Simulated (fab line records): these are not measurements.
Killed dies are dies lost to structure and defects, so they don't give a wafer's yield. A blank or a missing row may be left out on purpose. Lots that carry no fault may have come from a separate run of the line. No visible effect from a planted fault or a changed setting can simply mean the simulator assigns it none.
Which tool did it? / flow gf180mcu / 13 lots, 39 wafers sampled, at 4 steps of a route of 602

## WHAT THE GAUGES READ, wafer by wafer
GF_PSD_CD_MEAS_07: target cd 400 nm.
lot=L979; measured=day 14 20:23; on=cdSem-02; cdNm (nm)=397.6 396.9 395.7
lot=L980; measured=day 15 01:24; on=cdSem-01; cdNm (nm)=395.9 396.0 396.4
lot=L981; measured=day 15 20:10; on=cdSem-01; cdNm (nm)=398.3 395.5 395.5
lot=L982; measured=day 16 04:10; on=cdSem-02; cdNm (nm)=396.0 397.3 397.2
lot=L983; measured=day 16 15:10; on=cdSem-01; cdNm (nm)=398.8 398.7 398.8
lot=L984; measured=day 17 00:57; on=cdSem-01; cdNm (nm)=398.7 401.5 396.7
lot=L986; measured=day 17 11:44; on=cdSem-02; cdNm (nm)=400.7 398.9 398.4
lot=L988; measured=day 18 12:11; on=cdSem-02; cdNm (nm)=398.5 394.7 397.7
lot=L989; measured=day 18 15:08; on=cdSem-02; cdNm (nm)=402.8 401.1 404.8
lot=L997; measured=day 21 11:26; on=cdSem-01; cdNm (nm)=400.1 398.9 400.8
lot=L999; measured=day 22 02:43; on=cdSem-01; cdNm (nm)=400.3 399.7 397.3
lot=L100; measured=day 22 11:17; on=cdSem-01; cdNm (nm)=398.8 396.8 398.3
lot=L101; measured=day 22 23:19; on=cdSem-02; cdNm (nm)=401.2 400.9 401.1

GF_PSD_OVL_MEAS_08.
lot=L979; measured=day 14 20:29; on=overlay-02; PSD_OVL (nm)=-0.5 -0.3 -0.5
lot=L980; measured=day 15 01:31; on=overlay-01; PSD_OVL (nm)=1.5 -2.6 -2.6
lot=L981; measured=day 15 20:17; on=overlay-02; PSD_OVL (nm)=-0.3 0.4 -0.2
lot=L982; measured=day 16 04:17; on=overlay-01; PSD_OVL (nm)=0.5 1.4 0.1
lot=L983; measured=day 16 15:17; on=overlay-01; PSD_OVL (nm)=1.2 0.9 0.0
lot=L984; measured=day 17 01:03; on=overlay-02; PSD_OVL (nm)=-0.5 -0.2 -0.8
lot=L986; measured=day 17 11:51; on=overlay-02; PSD_OVL (nm)=-0.8 0.1 0.2
lot=L988; measured=day 18 12:17; on=overlay-01; PSD_OVL (nm)=-0.3 3.2 0.8
lot=L989; measured=day 18 15:15; on=overlay-02; PSD_OVL (nm)=1.2 0.8 0.0
lot=L997; measured=day 21 11:33; on=overlay-01; PSD_OVL (nm)=2.2 1.0 0.2
lot=L999; measured=day 22 02:49; on=overlay-01; PSD_OVL (nm)=2.6 0.4 2.3
lot=L100; measured=day 22 11:25; on=overlay-01; PSD_OVL (nm)=1.0 0.6 -0.5
lot=L101; measured=day 22 23:25; on=overlay-02; PSD_OVL (nm)=1.1 1.4 1.1

GF_PSD_RS_MEAS_14: the measuring method here is four-point-probe.
lot=L979; measured=day 14 20:59; on=filmMetro-04; NSD_RS (ohm/sq)=46.13 46.07 46.20
lot=L980; measured=day 15 02:00; on=filmMetro-02; NSD_RS (ohm/sq)=46.25 46.19 46.20
lot=L981; measured=day 15 20:49; on=filmMetro-02; NSD_RS (ohm/sq)=46.20 46.26 46.14
lot=L982; measured=day 16 04:46; on=filmMetro-01; NSD_RS (ohm/sq)=46.26 46.19 46.29
lot=L983; measured=day 16 15:46; on=filmMetro-02; NSD_RS (ohm/sq)=46.11 46.21 46.22
lot=L984; measured=day 17 01:33; on=filmMetro-02; NSD_RS (ohm/sq)=46.06 46.13 46.08
lot=L986; measured=day 17 12:20; on=filmMetro-02; NSD_RS (ohm/sq)=46.19 46.21 46.26
lot=L988; measured=day 18 12:47; on=filmMetro-04; NSD_RS (ohm/sq)=46.15 46.14 46.07
lot=L989; measured=day 18 15:44; on=filmMetro-02; NSD_RS (ohm/sq)=46.10 46.17 46.11
lot=L997; measured=day 21 12:02; on=filmMetro-04; NSD_RS (ohm/sq)=46.16 46.17 46.18
lot=L999; measured=day 22 03:24; on=filmMetro-02; NSD_RS (ohm/sq)=46.20 46.14 46.00
lot=L100; measured=day 22 11:54; on=filmMetro-01; NSD_RS (ohm/sq)=46.18 46.14 46.24
lot=L101; measured=day 22 23:55; on=filmMetro-01; NSD_RS (ohm/sq)=46.20 46.11 46.26

## EACH LOT AND THE TOOL THAT RAN IT (in order: tool; ch and the chambers of the sampled wafers; start)
lot=L979; GF_PSD_CLEAN_12=wetBench-03 ch 1, day 14 20:50
lot=L980; GF_PSD_CLEAN_12=wetBench-01 ch 0, day 15 01:52
lot=L981; GF_PSD_CLEAN_12=wetBench-03 ch 3, day 15 20:38
lot=L982; GF_PSD_CLEAN_12=wetBench-01 ch 0, day 16 04:38
lot=L983; GF_PSD_CLEAN_12=wetBench-01 ch 3, day 16 15:38
lot=L984; GF_PSD_CLEAN_12=wetBench-02 ch 2, day 17 01:23
lot=L986; GF_PSD_CLEAN_12=wetBench-02 ch 3, day 17 12:12
lot=L988; GF_PSD_CLEAN_12=wetBench-01 ch 3, day 18 12:38
lot=L989; GF_PSD_CLEAN_12=wetBench-01 ch 2, day 18 15:36
lot=L997; GF_PSD_CLEAN_12=wetBench-02 ch 3, day 21 11:53
lot=L999; GF_PSD_CLEAN_12=wetBench-02 ch 2, day 22 03:10
lot=L100; GF_PSD_CLEAN_12=wetBench-01 ch 0, day 22 11:46
lot=L101; GF_PSD_CLEAN_12=wetBench-03 ch 0, day 22 23:46
- GF_PSD_CLEAN_12: cleans in SC1/SC2, time 150 s.

## WHAT THE TOOLS THEMSELVES READ (means of the sampled wafers that have a number; where no wafer has one, the mark that the record gives instead)
GF_PSD_CLEAN_12.
lot=L979; tool=wetBench-03; runLengthS (s)=175
lot=L980; tool=wetBench-01; runLengthS (s)=177
lot=L981; tool=wetBench-03; runLengthS (s)=182
lot=L982; tool=wetBench-01; runLengthS (s)=186
lot=L983; tool=wetBench-01; runLengthS (s)=181
lot=L984; tool=wetBench-02; runLengthS (s)=176
lot=L986; tool=wetBench-02; runLengthS (s)=175
lot=L988; tool=wetBench-01; runLengthS (s)=175
lot=L989; tool=wetBench-01; runLengthS (s)=175
lot=L997; tool=wetBench-02; runLengthS (s)=191
lot=L999; tool=wetBench-02; runLengthS (s)=176
lot=L100; tool=wetBench-01; runLengthS (s)=187
lot=L101; tool=wetBench-03; runLengthS (s)=183

## THE ANSWER, worked out from the rows above alone
Rule: the lots themselves supply what counts as usual. The widest of any qualifying gaps counts: lots, ordered by their means at a reading, are off when they make up no more than a third of the lots, leave a main group of 4 or more, and stand apart from it by 3 or more times the standard deviation of that group's means. A main group whose means are all the same, to the digits that the tables above print for the reading, isn't used. Also off: a lot with no number at a reading for which 4 or more lots have one. Where the step has rows for the other lots, those lots are counted as sound. First the gauges in route order, then the tools' own readings, where a lot's mean is used as printed above. The first step at which some lot is off is used, and at that step the reading that is off furthest; a lot without a number counts as furthest.
Nothing can be told from this: no lot is off at any reading shown.

## WHAT WAS PUT IN BY THE SIMULATOR
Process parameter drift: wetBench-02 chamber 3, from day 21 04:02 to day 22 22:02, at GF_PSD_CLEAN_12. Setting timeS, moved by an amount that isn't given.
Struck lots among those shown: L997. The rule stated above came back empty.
